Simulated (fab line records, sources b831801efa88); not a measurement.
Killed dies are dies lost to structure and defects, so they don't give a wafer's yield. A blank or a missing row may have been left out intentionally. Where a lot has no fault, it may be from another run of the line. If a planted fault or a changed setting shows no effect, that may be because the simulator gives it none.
Split-lot study | flow sfq-line | on a route of 325 steps: 5 lots, 23 wafers read

SPLIT DETAILS
At SFQ_TRILAYER_JJ_TRILAYER_DEP_SPUTTER_112 (material Nb, target thk 170 nm, time 113.3 s), the setting power-w was moved away from the recipe's 2000 W on 10 of the 23 wafers read, by -6.1% to +11.3%. For the rest of the wafers, this setting stayed at what the recipe calls for.

Split to reading: the file shows no intervening step.

THE READING
JJ_NB_RS, in ohm/sq, at SFQ_JJ_RS_MEAS_929 (measures by four-point-probe). On this fab line, fault-free wafers typically give 1.059 ohm/sq with a standard deviation of 0.016 ohm/sq.

wafer  | tool, chamber at the split | power-w as run, W | against the recipe | JJ_NB_RS, ohm/sq | against lot-mates on the recipe
L074.1 | pvd-sputter-05, -          | 2000              | recipe             | 1.045            | -
L074.3 | pvd-sputter-05, -          | 2000              | recipe             | 1.028            | -
L074.6 | pvd-sputter-05, -          | 2000              | recipe             | 1.046            | -
L075.2 | pvd-sputter-03, -          | 2226              | +11.3%             | 0.955            | -0.109
L075.3 | pvd-sputter-03, -          | 2000              | recipe             | 1.060            | -
L075.4 | pvd-sputter-03, -          | 2226              | +11.3%             | 0.954            | -0.110
L075.5 | pvd-sputter-03, -          | 2000              | recipe             | 1.062            | -
L075.6 | pvd-sputter-03, -          | 2000              | recipe             | 1.069            | -
L079.1 | pvd-sputter-04, -          | 2000              | recipe             | 1.036            | -
L079.3 | pvd-sputter-04, -          | 2000              | recipe             | 1.048            | -
L079.4 | pvd-sputter-04, -          | 1878              | -6.1%              | 1.142            | +0.100
L079.5 | pvd-sputter-04, -          | 1878              | -6.1%              | 1.123            | +0.081
L079.6 | pvd-sputter-04, -          | 1878              | -6.1%              | 1.136            | +0.094
L083.1 | pvd-sputter-03, -          | 2000              | recipe             | 1.090            | -
L083.2 | pvd-sputter-03, -          | 2000              | recipe             | 1.069            | -
L083.3 | pvd-sputter-03, -          | 1929              | -3.5%              | 1.133            | +0.051
L083.4 | pvd-sputter-03, -          | 2000              | recipe             | 1.086            | -
L083.6 | pvd-sputter-03, -          | 1929              | -3.5%              | 1.106            | +0.024
L084.1 | pvd-sputter-04, -          | 2000              | recipe             | 1.044            | -
L084.2 | pvd-sputter-04, -          | 2100              | +5.0%              | 0.983            | -0.057
L084.3 | pvd-sputter-04, -          | 2000              | recipe             | 1.037            | -
L084.4 | pvd-sputter-04, -          | 2100              | +5.0%              | 0.990            | -0.050
L084.5 | pvd-sputter-04, -          | 2100              | +5.0%              | 0.986            | -0.054

FIT RESULTS
A straight line over all 23 wafers: JJ_NB_RS changes by -0.0112 ohm/sq for each +1% of power-w; r = -0.94; the points scatter about the line by 0.019 ohm/sq.
The same after taking each lot's own level away (the mean of its wafers on the recipe; 23 wafers): -0.0113 ohm/sq for each +1%; r = -0.98; scatter 0.012 ohm/sq.
The reading moves by 0.13 ohm/sq for the largest change in power-w, on that fit.
From 1.0397 to 1.0817 ohm/sq: that is the span of the lots' own levels, equal to 2.6 times the standard deviation above.
So the lot-to-lot level changes the slope little: the two slopes agree.
Check: -0.129 ohm/sq against its lot-mates is what the line predicts for one of the wafers moved furthest among these (+11.3%) when that wafer is left out of the fit. It came out at -0.109 ohm/sq against them.

THESE WAFERS: OTHER SPLITS
Before the reading, these wafers also passed through other splits. Each is held against what the fit with the lots' levels taken away leaves over:
other split on the same wafers                  | wafers away from the commonest value | r with JJ_NB_RS (lot level and that fit taken away)
SFQ_TRILAYER_M3_LITHO_COAT_075 resist-thk-nm    | 7                                    | -0.11
SFQ_TRILAYER_I3_DEP_PECVD_081 time-s            | 10                                   | -0.30
SFQ_TRILAYER_I3_VIA_LITHO_COAT_090 spin-rpm     | 5                                    | +0.12
SFQ_TRILAYER_M4_DEP_SPUTTER_091 time-s          | 9                                    | -0.13
SFQ_TRILAYER_M4_LITHO_COAT_093 resist-thk-nm    | 7                                    | +0.19
SFQ_TRILAYER_M4_BARC_OPEN_METAL_ETCH_123 bias-w | 9                                    | +0.31

THE WHOLE CHAIN: every reading that the file lists as answering this split, in the file's order
step                                     | what it does                                 | reading                                                                                            | change (the file's fit)              | r (the file's)
SFQ_TRILAYER_JJ_TRILAYER_DEP_SPUTTER_112 | material Nb, target thk 170 nm, time 113.3 s | Nb_of_TRILAYER_JJ_TRILAYER_DEP_SPUTTER_112.thk-nm (the simulator's own value, which no gauge read) | +1.81 nm for each +1% of the setting | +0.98
SFQ_JJ_RS_MEAS_929                       | measures by four-point-probe                 | JJ_NB_RS                                                                                           | -0.0108 for each +1% of the setting  | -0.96

FILE'S OWN FIT
JJ_NB_RS changes by -0.0108 ohm/sq for each +1% of power-w, r = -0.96.
